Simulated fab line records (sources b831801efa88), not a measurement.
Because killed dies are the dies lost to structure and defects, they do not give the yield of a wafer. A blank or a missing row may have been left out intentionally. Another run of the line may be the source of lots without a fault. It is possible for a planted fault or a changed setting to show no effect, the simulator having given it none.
Code-filled problem report in 8D (eight disciplines) form    flow sky130    the parts of the form that need people (team, actions taken, sign-off) are left out

1. THE PROBLEM
Wafers without a fault read 14.999 s, standard deviation 0.009; overpolishRunS at SKY_VIA1_CMP_24 reads a mean of 0.043 s on 2 wafers belonging to 2 lots. So: -99 or more standard deviations from the usual mean.
The step: polishes, stops on SiO2, t overpolish 15 s, target thk 0 nm.
First seen on wafer L740.5, day 37 12:58, on cmp-01. The record has a number at this step for 40 wafers belonging to 14 lots. Rule for "out" (also "out of limits"): further than 4 standard deviations from the usual mean. All remaining wafers that have a number are taken as sound.

2. WHAT THIS IS AND IS NOT
question                     is                               is not
which readings at this step  overpolishRunS, timeToEndpointS  motorCurrentA
which lots                   L740, L741                       L729, L730, L731, L732, L733, L734, L735, L736, L739, L750, L751, L752
which wafers of those lots   L740.5, L741.5                   L740.3, L741.3
read on which tools          cmp-01                           cmp-02
when                         from day 37 12:58                up to then (28 sound wafers); but 10 sound wafers of L741, L750, L751, L752 came after

3. THE SUSPECTS, EACH WITH WHAT RULES IT OUT
Counting: if a tool at a process step up to the reading ran every lot that is out, it stays a suspect. Sound lots after the first of them don't rule it out here, since some wafers of a struck lot are sound.
- cmp-01 at SKY_VIA1_CMP_24 (polishes, stops on SiO2, t overpolish 15 s, target thk 0 nm): kept. It ran every lot that is out, first L740 (day 37 12:58); its last sound lot up to then is L736 (day 36 08:25). On those wafers its own readings are out: overpolishRunS, timeToEndpointS.
The count leaves cmp-01 at SKY_VIA1_CMP_24.

4. THE CAUSE (what the simulator had put in)
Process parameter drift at SKY_VIA1_CMP_24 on cmp-01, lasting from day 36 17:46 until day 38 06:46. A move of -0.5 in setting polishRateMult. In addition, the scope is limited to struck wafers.
This tool alone remained once counting was done.

5. THE CHAIN OF EFFECTS, in route order
Each row: a reading whose mean over the struck wafers that have a number lies more than 3 standard deviations from the usual. Readings are gone through only where the record gives a usual standard deviation; hours: the median, over the lots, of the time from a lot's start at the first step in this table giving one to that lot's start at this step; sigmas: the change measured in usual standard deviations.
hours  step                   reading               usual     on struck wafers  change   sigmas
0      SKY_VIA1_CMP_24        overpolishRunS        14.999 s  0.043             -14.956  -99 or more
0      SKY_VIA1_CMP_24        timeToEndpointS       67 s      104               +37      +10
260    SKY_PAD_OPEN_PROBE_99  defectLimitedYield    82.6 %    0.0               -82.6    -46
260    SKY_PAD_OPEN_PROBE_99  killed_at_M0_to_M3    43        453               +410     +63
260    SKY_PAD_OPEN_PROBE_99  killedDies            86        492               +406     +46
260    SKY_PAD_OPEN_PROBE_99  killedOnRim           17        96                +79      +18
260    SKY_PAD_OPEN_PROBE_99  sort_bin_3_pad_short  0.9 %     84.2              +83.2    +99 or more
260    SKY_PAD_OPEN_PROBE_99  sortNPass             406       0                 -406     -46
260    SKY_PAD_OPEN_PROBE_99  sortYieldPct          82.6 %    0.0               -82.6    -46
Here are the process steps it includes:
- SKY_VIA1_CMP_24: polishes, stops on SiO2, t overpolish 15 s, target thk 0 nm.
- SKY_PAD_OPEN_PROBE_99

6. HOW IT WOULD HAVE BEEN CAUGHT EARLIER
In this record no reading fell out of limits until day 37 12:58, 19 hours after the fault had begun at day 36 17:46.
